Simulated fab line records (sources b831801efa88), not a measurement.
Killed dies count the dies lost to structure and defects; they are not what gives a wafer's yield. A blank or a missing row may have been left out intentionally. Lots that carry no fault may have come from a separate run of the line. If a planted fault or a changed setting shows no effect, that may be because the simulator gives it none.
Struck lot and sound lot, side by side + flow sky130 + 44 out of 708 route steps
Sound: these wafers, L964.1, L964.2, L964.5. Wafers L976.3, L976.4, L976.6 were the ones struck. The cause comes at the end.
Order at every step that has rows: each side's tool, ch and its chambers, its first start. Under that, the readings that differ: sound wafers + struck wafers + difference of the means + sigmas: that difference in standard deviations of wafers without a fault.
alike: readings with means less than 2 such deviations apart, plus words and numbers identical on both sides. not compared: withheld readings, readings lacking a value on some wafer, bounds such as >300 that could conceal the same value, and numbers that have no deviation in the record and whose values overlap.
The two part at a step that has a row with sigmas, a row that says differs or no value, or rows on one side only. Non-overlapping numbers with no deviation appear without sigmas and do not part them. A reading missing from all wafers of one side parts the sides only when that side holds two or more wafers.

first, 2 steps without rows for these wafers: SKY_DNWELL_DEVELOP_06 (develop time 60 s); SKY_DNWELL_IMPLANT_07.
SKY_DNWELL_STRIP_08: strips in O2/N2.
  sound on plasma_asher-01 ch 0,1, day 3 13:07; struck on plasma_asher-01 ch 0,1, day 6 08:45
  alike: drypump_motor_current_A, o2_flow_sccm, oes_product_au, strip_time_to_endpoint_s
  not compared: rf_hours_counter_h
SKY_DNWELL_TW_MEAS_09:
  struck on film_metro-04, day 6 08:50; sound on film_metro-04, day 3 13:13
  alike: DNWELL_TW
then, 7 steps without rows for these wafers: SKY_PWDE_DEHYDRATE_00 (time 60 s); SKY_PWDE_HMDS_01 (prime time 60 s); SKY_PWDE_COAT_02 (resist thk 3000 nm); SKY_PWDE_SOFTBAKE_03; SKY_PWDE_EXPOSE_04 (exposes mask PWDEM, target cd 840 nm); SKY_PWDE_PEB_05; SKY_PWDE_DEVELOP_06 (develop time 60 s).
SKY_PWDE_OVL_MEAS_07:
  struck on overlay-01, day 7 04:16; sound on overlay-01, day 4 05:59
  alike: PWDE_OVL
SKY_PWDE_IMPLANT_08:
  sound on implanter-01 ch 0, day 4 06:01; struck on implanter-01 ch 0, day 7 04:21
| reading                          | sound                     | struck                        | difference | sigmas      |
|----------------------------------|---------------------------|-------------------------------|------------|-------------|
| beam_on_s (s)                    | 9.95 9.82 10.08           | 11.68 11.73 11.74             | +1.77      | +9          |
| end_station_pressure_torr (Torr) | 5.17e-06 5.05e-06 4.7e-06 | 8.796e-05 8.441e-05 8.827e-05 | +8.191e-05 | +99 or more |
| faraday_current_uA               | 20.4 20.6 20.2            | 17.2 17.2 17.2                | -3.2       | -9          |
SKY_PWDE_STRIP_09: strips in O2/N2.
  sound on plasma_asher-02 ch 0,1, day 4 06:10; struck on plasma_asher-03 ch 0,1, day 7 04:29
  alike: drypump_motor_current_A, o2_flow_sccm, oes_product_au, strip_time_to_endpoint_s
  not compared: rf_hours_counter_h
SKY_PWDE_TW_MEAS_10:
  struck on film_metro-01, day 7 04:34; sound on film_metro-01, day 4 06:16
| reading | sound             | struck            | difference | sigmas |
|---------|-------------------|-------------------|------------|--------|
| PWDE_TW | 375.2 372.6 373.6 | 392.6 392.6 390.4 | +18.1      | +11    |
then, 7 steps without rows for these wafers: SKY_NWELL_DEHYDRATE_03 (time 60 s); SKY_NWELL_HMDS_04 (prime time 60 s); SKY_NWELL_COAT_05 (resist thk 3000 nm); SKY_NWELL_SOFTBAKE_06; SKY_NWELL_EXPOSE_07 (exposes mask NWM, target cd 840 nm); SKY_NWELL_PEB_08; SKY_NWELL_DEVELOP_09 (develop time 60 s).
SKY_NWELL_OVL_MEAS_10:
  struck on overlay-01, day 8 00:34; sound on overlay-02, day 4 23:48
  alike: NWELL_00_OVL
then, 3 steps without rows for these wafers: SKY_NWELL_IMPLANT_11; SKY_NWELL_IMPLANT_12; SKY_NWELL_IMPLANT_13.
SKY_NWELL_STRIP_14: strips in O2/N2.
  sound on plasma_asher-03 ch 0,1, day 5 03:01; struck on plasma_asher-01 ch 0,1, day 8 01:05
| reading               | sound             | struck            | difference | sigmas |
|-----------------------|-------------------|-------------------|------------|--------|
| oes_product_au (a.u.) | 0.714 0.721 0.712 | 0.729 0.730 0.720 | +0.011     | +2     |
  alike: drypump_motor_current_A, o2_flow_sccm, strip_time_to_endpoint_s
  not compared: rf_hours_counter_h
SKY_NWELL_TW_MEAS_15:
  struck on film_metro-04, day 8 01:10; sound on film_metro-04, day 5 03:07
  alike: NWELL_TW
then, 7 steps without rows for these wafers: SKY_NWELL_DEHYDRATE_16 (time 60 s); SKY_NWELL_HMDS_17 (prime time 60 s); SKY_NWELL_COAT_18 (resist thk 3000 nm); SKY_NWELL_SOFTBAKE_19; SKY_NWELL_EXPOSE_20 (exposes mask NWM COMPLEMENT, target cd 840 nm); SKY_NWELL_PEB_21; SKY_NWELL_DEVELOP_22 (develop time 60 s).
SKY_NWELL_OVL_MEAS_23:
  struck on overlay-01, day 8 22:07; sound on overlay-02, day 5 20:09
| reading           | sound          | struck      | difference | sigmas |
|-------------------|----------------|-------------|------------|--------|
| NWELL_01_OVL (nm) | -0.7 -2.0 -0.9 | 1.1 3.5 2.8 | +3.7       | +3     |
following that, these wafers have no rows for 1 step: SKY_NWELL_IMPLANT_24.
SKY_NWELL_STRIP_25: strips in O2/N2.
  sound on plasma_asher-04 ch 0,1, day 5 20:20; struck on plasma_asher-03 ch 0,1, day 8 22:19
  alike: drypump_motor_current_A, o2_flow_sccm, oes_product_au, strip_time_to_endpoint_s
  not compared: rf_hours_counter_h
SKY_NWELL_TW_MEAS_26:
  struck on film_metro-04, day 8 22:24; sound on film_metro-01, day 5 20:26
  alike: NWELL_2_TW
then, 1 step without rows for these wafers: SKY_NWELL_CLEAN_27 (cleans in SC1/SC2, time 150 s).
SKY_NWELL_RTA_28: time 30 s.
  sound on rtp_anneal-02 ch 0, day 5 20:33; struck on rtp_anneal-02 ch 0, day 8 22:32
| reading        | sound             | struck            | difference | sigmas |
|----------------|-------------------|-------------------|------------|--------|
| chamber_o2_ppm | 2.013 2.039 2.036 | 1.984 1.976 1.963 | -0.055     | -2     |
  alike: anneal_temp_c_max, lamp_power_pct, wafer_temp_C_max
SKY_NWELL_RS_MEAS_29: a four-point-probe measurement.
  struck on film_metro-03, day 8 22:38; sound on film_metro-01, day 5 20:39
  alike: NWELL_RS
SKY_NWELL_RS_MEAS_31: a four-point-probe measurement.
  struck on film_metro-03, day 8 22:53; sound on film_metro-01, day 5 20:53
| reading          | sound          | struck         | difference | sigmas |
|------------------|----------------|----------------|------------|--------|
| PWDE_RS (ohm/sq) | 5259 5243 5274 | 4669 4671 4679 | -586       | -28    |
-- the record jumps here: 40 days lie between the struck wafers' starts before and after (it left off in module NWELL and takes up again in module PAD_OPEN, whose first step shown is number 708 of the route) --
SKY_PAD_OPEN_PROBE_99:
  struck on prober-02, day 49 01:55; sound on prober-01, day 46 15:29
| reading                                   | sound          | struck         | difference | sigmas |
|-------------------------------------------|----------------|----------------|------------|--------|
| model.etest.res_p_drift_20v.rs_ohm_sq     | 9767 9835 9576 | 9281 9464 9068 | -455       |        |
| model.etest.res_pwde_under_gate.rs_ohm_sq | 6167 6230 6264 | 5369 5380 5368 | -848       |        |
  alike: killed_at_M0_to_M3, killed_at_M4_up, killed_at_contacts, killed_at_front_end, killed_at_other, killed_dies, killed_open, killed_short
  not compared: model.etest.res_p_drift_20v.line_ohm_um

WHERE THEY PART
At SKY_PWDE_IMPLANT_08 first; at SKY_NWELL_RS_MEAS_31 last (within this record only). Later steps at which nothing parts them and some readings are alike: SKY_PAD_OPEN_PROBE_99.

WHY: whatever the simulator had introduced
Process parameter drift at SKY_PWDE_IMPLANT_08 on implanter-01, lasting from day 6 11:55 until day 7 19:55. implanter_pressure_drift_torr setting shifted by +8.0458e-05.
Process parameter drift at SKY_PWDE_IMPLANT_08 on implanter-01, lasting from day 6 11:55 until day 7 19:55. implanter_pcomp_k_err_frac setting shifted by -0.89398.
